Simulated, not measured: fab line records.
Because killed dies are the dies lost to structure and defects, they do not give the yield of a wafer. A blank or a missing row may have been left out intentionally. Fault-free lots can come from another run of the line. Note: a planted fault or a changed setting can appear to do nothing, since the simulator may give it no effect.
The tool behind it: which one? | flow sky130 | route of 708 steps, sampled at 1 step: 6 lots, 18 wafers

WHAT THE GAUGES READ, wafer by wafer
SKY_VIA4_OVL_MEAS_11.
lot  | measured     | on         | VIA4_OVL (nm)
L918 | day 43 11:02 | overlay-02 | 0.3 0.4 0.4
L922 | day 44 15:23 | overlay-01 | 2.6 -0.6 1.4
L927 | day 45 11:32 | overlay-01 | 1.7 1.4 0.1
L928 | day 46 00:11 | overlay-02 | -1.6 -2.4 -1.1
L932 | day 47 11:35 | overlay-02 | -2.2 -2.0 -0.8
L937 | day 48 04:38 | overlay-01 | -3.2 -3.2 -3.4

EACH LOT AND THE TOOL THAT RAN IT (in order: tool; ch and the chambers of the sampled wafers; start)
There is no process step in the record ahead of these readings.

THE ANSWER, worked out from the rows above alone
Rule: what is usual is taken from the lots themselves. Put in order of their means at a reading, lots are off if they are a third of the lots or fewer, leave a main group of 4 or more, and stand apart from it by a gap of 3 or more times the standard deviation of the main group's means; of several such gaps the widest counts. A main group is skipped when, at the precision printed for the reading in the tables above, its means are all equal. A lot without any number at a reading at which 4 lots or more have one is off too. All remaining lots with rows at the step are treated as sound.
Nothing can be told from this: no lot is off at any reading shown.

WHAT HAD BEEN PUT IN BY THE SIMULATOR
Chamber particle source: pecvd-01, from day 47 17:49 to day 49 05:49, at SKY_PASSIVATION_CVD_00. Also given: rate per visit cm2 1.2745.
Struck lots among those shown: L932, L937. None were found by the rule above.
